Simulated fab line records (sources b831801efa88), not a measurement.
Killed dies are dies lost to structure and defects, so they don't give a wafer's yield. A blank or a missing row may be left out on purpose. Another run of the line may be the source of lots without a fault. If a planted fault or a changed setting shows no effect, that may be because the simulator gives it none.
A lot that was struck, set against a sound lot / flow sky130 / 16 steps out of a route of 708
Sound: the wafers L372.1, L372.3, L372.5. Struck: wafer L390.3 (L390.1, L390.5, from the same lot, were not struck and are left out); the cause is given at the end.
At each step with rows: each side's tool, then ch and its chambers, then its first start. Under that, the readings that differ: sound wafers / struck wafers / difference of the means / sigmas: that difference in standard deviations of wafers without a fault.
alike: readings whose means differ by less than 2 such deviations, and words and numbers that are the same on both sides. not compared: withheld readings, readings that some wafer has no value for, bounds like >300 that may hide the same value, and numbers for which the record gives no deviation and whose values overlap.
A row with sigmas, a row that says differs or no value, or rows on one side alone: a step with any of these is where the two part. Numbers that don't overlap but have no deviation are shown without sigmas and don't part them. A reading that every wafer of one side lacks parts them only if that side has two wafers or more.

first, 8 steps without rows for these wafers: SKY_CONTACT_DEHYDRATE_06 (time 60 s); SKY_CONTACT_HMDS_07 (prime time 60 s); SKY_CONTACT_COAT_08 (resist thk 60 nm); SKY_CONTACT_COAT_09 (resist thk 450 nm); SKY_CONTACT_SOFTBAKE_10 (time 90 s); SKY_CONTACT_EXPOSE_11 (exposes mask CTM1, target cd 170 nm); SKY_CONTACT_PEB_12; SKY_CONTACT_DEVELOP_13 (develop time 60 s).
SKY_CONTACT_CD_MEAS_14: the cd target is 170 nm.
  sound on cdSem-01, day 33 00:56; struck on cdSem-02, day 38 17:23
  alike: cdNm
SKY_CONTACT_OVL_MEAS_15:
  sound on overlay-02, day 33 01:03; struck on overlay-02, day 38 17:31
  alike: CONTACT_OVL
SKY_CONTACT_ETCH_16: etches BARC in N2/H2, stops on SiO2, time 45.9 s, target depth 60 nm.
  sound on rieDiel-03 ch 0,1, day 33 01:05; struck on rieDiel-01 ch 1, day 38 17:33
reading=oesProductAu (a.u.); sound=0.861 0.852 0.862; struck=0.845; difference=-0.013; sigmas=-3
  alike: biasW, chamberPressureMTorr, drypumpMotorCurrentA, rfFwdPowerW, throttleValvePct
  not compared: rfHoursCounterH
SKY_CONTACT_ETCH_17: etches SiO2 in C4F8/O2/Ar, stops on Si3N4, target depth 340 nm.
  sound on rieDiel-03 ch 0,1, day 33 01:08; struck on rieDiel-01 ch 1, day 38 17:35
reading=biasW (W); sound=1199 1203 1203; struck=1194; difference=-8; sigmas=-2
  alike: chamberPressureMTorr, oesProductAu, rfFwdPowerW
SKY_CONTACT_ETCH_18: etches Si3N4 in CHF3/O2, stops on TiN, time 39 s, target depth 75 nm.
  sound on rieDiel-03 ch 0,1, day 33 01:00; struck on rieDiel-01 ch 1, day 38 17:00
reading=model.KrF-thick_of_CONTACT_COAT_09.thkNm (nm); sound=242.9 239.8 243.7; struck=262.7; difference=+20.6; sigmas=
  alike: biasW, chamberPressureMTorr, drypumpMotorCurrentA, oesProductAu, rfFwdPowerW, throttleValvePct
  not compared: rfHoursCounterH
SKY_CONTACT_STRIP_19: strips in O2/N2.
  sound on plasmaAsher-03 ch 0,1, day 33 01:13; struck on plasmaAsher-01 ch 0, day 38 17:41
reading=drypumpMotorCurrentA (A); sound=5.9 6.5 5.9; struck=5.2; difference=-0.9; sigmas=-2
reading=oesProductAu (a.u.); sound=0.383 0.381 0.388; struck=0.396; difference=+0.012; sigmas=+3
reading=stripTimeToEndpointS (s); sound=3.604 3.571 3.619; struck=3.815; difference=+0.217; sigmas=+9
  alike: chamberPressureMTorr, o2FlowSccm
  not compared: rfHoursCounterH
then, 1 step without rows for these wafers: SKY_CONTACT_STRIP_20 (strips in post etch residue remover, time 1200 s).
-- the record jumps here: 12 days lie between the struck wafers' starts before and after (it left off in module CONTACT and takes up again in module PAD_OPEN, whose first step shown is number 708 of the route) --
SKY_PAD_OPEN_PROBE_99:
  sound on prober-01, day 46 21:53; struck on prober-01, day 50 23:22
reading=killedAtContacts; sound=24 27 22; struck=151; difference=+127; sigmas=+25
reading=killedAtOther; sound=0 0 0; struck=1; difference=+1; sigmas=+2
reading=killedDies; sound=81 88 84; struck=210; difference=+126; sigmas=+13
reading=killedShort; sound=37 37 38; struck=52; difference=+15; sigmas=+2
reading=model.etest.mconChain.rcOhm; sound=17.11 16.98 16.27; struck=24.83; difference=+8.04; sigmas=
  alike: killed_at_M0_to_M3, killed_at_M4_up, killedAtFrontEnd, killedOnRim, killedOpen

WHERE THEY PART
First at SKY_CONTACT_ETCH_16; last, within this record, at SKY_PAD_OPEN_PROBE_99.

WHY: what had been put in by the simulator
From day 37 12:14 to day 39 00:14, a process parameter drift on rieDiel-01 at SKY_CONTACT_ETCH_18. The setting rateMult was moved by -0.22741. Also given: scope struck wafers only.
